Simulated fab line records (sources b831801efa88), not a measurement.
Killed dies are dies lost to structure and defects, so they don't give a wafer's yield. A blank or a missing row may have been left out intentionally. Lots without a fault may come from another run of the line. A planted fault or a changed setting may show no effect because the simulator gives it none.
Comparing a struck lot with a sound one :: flow sky130 :: 15 out of 708 route steps
Sound: these wafers, L512.1, L512.4, L512.5. Wafers L524.1, L524.2, L524.3 were the ones struck. The cause is given at the end.
Per side, at each step with rows, come the tool, then ch with its chambers, and then its first start. Under that, the readings that differ: sound wafers :: struck wafers :: difference of the means :: sigmas: that difference in standard deviations of wafers without a fault.
alike: words and numbers the same on both sides, and readings whose means are apart by under 2 such deviations; not compared: readings that were withheld, readings missing a value for some wafer, numbers with overlapping values and no deviation given by the record, and bounds like >300 which may hide the same value.
The two part at a step that has a row with sigmas, a row that says differs or no value, or rows on one side only. Numbers that have no deviation but don't overlap get no sigmas and don't part them. Lack of a reading on every wafer of one side parts them only where that side has two or more wafers.

SKY_VT_ADJUST_HVTP_OVL_MEAS_08:
  sound: overlay-01 at day 8 16:05; struck: overlay-01 at day 12 00:42
  alike: VT_ADJUST_HVTP_OVL
then, 1 step without rows for these wafers: SKY_VT_ADJUST_HVTP_IMPLANT_09.
SKY_VT_ADJUST_HVTP_STRIP_10: strips in O2/N2.
  sound on plasma asher-01 ch 1, day 8 16:17; struck on plasma asher-02 ch 0,1, day 12 00:53
  alike: drypump motor current A, oes product au, strip time to endpoint s
  not compared: rf hours counter h
SKY_VT_ADJUST_HVTP_TW_MEAS_11:
  sound: film metro-04 at day 8 16:23; struck: film metro-02 at day 12 00:59
reading: VT_ADJUST_HVTP_TW
sound: 1376 1373 1373
struck: 1350 1342 1344
difference: -29
sigmas: -3
then, 7 steps without rows for these wafers: SKY_VT_ADJUST_LVTN_DEHYDRATE_00 (time 60 s); SKY_VT_ADJUST_LVTN_HMDS_01 (prime time 60 s); SKY_VT_ADJUST_LVTN_COAT_02 (resist thk 3000 nm); SKY_VT_ADJUST_LVTN_SOFTBAKE_03; SKY_VT_ADJUST_LVTN_EXPOSE_04 (exposes mask NWM COMPLEMENT LESS NATIVE, target cd 840 nm); SKY_VT_ADJUST_LVTN_PEB_05; SKY_VT_ADJUST_LVTN_DEVELOP_06 (develop time 60 s).
SKY_VT_ADJUST_LVTN_OVL_MEAS_07:
  sound: overlay-01 at day 9 15:14; struck: overlay-02 at day 13 03:23
  alike: VT_ADJUST_LVTN_OVL
SKY_VT_ADJUST_LVTN_IMPLANT_08:
  sound on implanter-03 ch 0, day 9 15:16; struck on implanter-01 ch 0, day 13 03:25
reading: dose ions cm2
sound: 1.5724e+12 1.5693e+12 1.571e+12
struck: 1.5028e+12 1.5e+12 1.4984e+12
difference: -7.0500e+10
sigmas: -44
SKY_VT_ADJUST_LVTN_STRIP_09: strips in O2/N2.
  sound on plasma asher-04 ch 0,1, day 9 15:25; struck on plasma asher-02 ch 0,1, day 13 03:34
  alike: drypump motor current A, oes product au, strip time to endpoint s
  not compared: rf hours counter h
-- record jumps: 38 days separate the struck wafers' starts on either side; left off in module VT_ADJUST_LVTN, taken up again in module PAD_OPEN, whose first shown step is the route's number 708 --
SKY_PAD_OPEN_PROBE_99:
  sound: prober-02 at day 48 22:20; struck: prober-01 at day 51 04:35
reading: killed_at_M0_to_M3
sound: 56 48 55
struck: 35 37 36
difference: -17
sigmas: -3
  alike: killed_at_M4_up, killed at contacts, killed at front end, killed at other, killed dies, killed on rim, killed open, killed short

== WHERE THEY PART ==
Earliest at SKY_VT_ADJUST_HVTP_TW_MEAS_11; latest, in this record, at SKY_PAD_OPEN_PROBE_99.

WHY: what had been put in by the simulator
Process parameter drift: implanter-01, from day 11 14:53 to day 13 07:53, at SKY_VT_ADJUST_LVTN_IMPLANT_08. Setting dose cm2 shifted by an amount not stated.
